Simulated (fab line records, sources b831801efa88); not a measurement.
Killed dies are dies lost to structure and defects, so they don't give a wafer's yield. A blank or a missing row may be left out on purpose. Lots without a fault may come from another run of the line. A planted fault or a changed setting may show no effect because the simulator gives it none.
Problem report in the 8D (eight disciplines) form, filled by code | flow gf180mcu | the parts of the form that need people (team, actions taken, sign-off) are left out

1. THE PROBLEM
NSD_RS at GF_PSD_RS_MEAS_14 reads a mean of 44.42 ohm/sq on 2 wafers of 2 lots; wafers without a fault read 46.08 ohm/sq with a standard deviation of 0.08. That is -21 standard deviations from the usual mean.
The step: measures by four-point-probe.
First seen on wafer L104.1, day 16 09:49, on film_metro-03. The record holds 35 wafers of 12 lots with a number at this step. Rule for "out", or "out of limits": more than 4 standard deviations from the usual mean. The other wafers with a number count as sound.

2. WHAT IT IS AND WHAT IT IS NOT
question                    | is                           | is not
which readings at this step | NSD_RS                       | -
which lots                  | L104, L105                   | L100, L101, L102, L103, L116, L117, L118, L120, L121, L122
which wafers of those lots  | L104.1, L105.1               | L104.3, L104.4, L105.4
read on which gauges        | film_metro-02, film_metro-03 | film_metro-04
when                        | from day 16 09:49            | up to then (14 sound wafers); but 19 sound wafers of L105, L116, L117, L118, L120, L121, L122 came after

3. SUSPECTS, AND WHAT RULES EACH OUT
Counting: a tool at a process step up to the reading stays a suspect if it ran every lot that is out. Sound lots after the first of them don't rule it out here, since some wafers of a struck lot are sound.
- the gauge at GF_PSD_RS_MEAS_14: ruled out. The wafers that are out were read on 2 gauges (film_metro-02, film_metro-03).
- rtp_anneal-01 at GF_PSD_RTA_13 (time 20 s): kept. It ran every lot that is out, first L104 (day 16 09:44); its last sound lot up to then is L103 (day 15 20:35). Its own readings are out on those wafers: run_length_s.
Left after counting: rtp_anneal-01 at GF_PSD_RTA_13.

4. THE CAUSE (what the simulator had put in)
Process parameter drift: rtp_anneal-01, from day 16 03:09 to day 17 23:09, at GF_PSD_RTA_13. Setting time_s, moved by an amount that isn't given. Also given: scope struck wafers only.
Counting left only this tool.

5. THE CHAIN OF EFFECTS, in route order
Each row: a reading whose mean over the struck wafers that have a number lies more than 3 standard deviations from the usual. Only readings for which the record gives a usual standard deviation are gone through. hours: the time from each lot's start at the first step in this table that gives one to its start at this step, as a median over the lots. sigmas: the change in usual standard deviations.
hours | step              | reading      | usual         | on struck wafers | change | sigmas
0     | GF_PSD_RTA_13     | run_length_s | 48.6 s        | 56.3             | +7.7   | +25
0     | GF_PSD_RS_MEAS_14 | NSD_RS       | 46.08 ohm/sq  | 44.42            | -1.66  | -21
0     | GF_PSD_RS_MEAS_15 | PSD_RS       | 108.39 ohm/sq | 104.65           | -3.74  | -12
The process steps in it:
- GF_PSD_RTA_13: time 20 s.
Later measuring or inspecting steps at which every struck wafer that the step has a row for has a number for every such reading, and none has moved that far: GF_M1_RS_MEAS_05.

6. WHAT WOULD HAVE CAUGHT IT SOONER
In this record the first reading out of limits at a measuring or inspecting step was taken at day 16 09:49, 7 hours after the fault began at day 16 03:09.
The tool's own readings at GF_PSD_RTA_13 were out on every struck wafer that the step has a row for (run_length_s): an alarm limit on them would have fired on the first of those.
Of the lots that are out (2), L105 began GF_PSD_RTA_13 on rtp_anneal-01 after day 16 09:49. A hold on the tool at that time would have spared it.
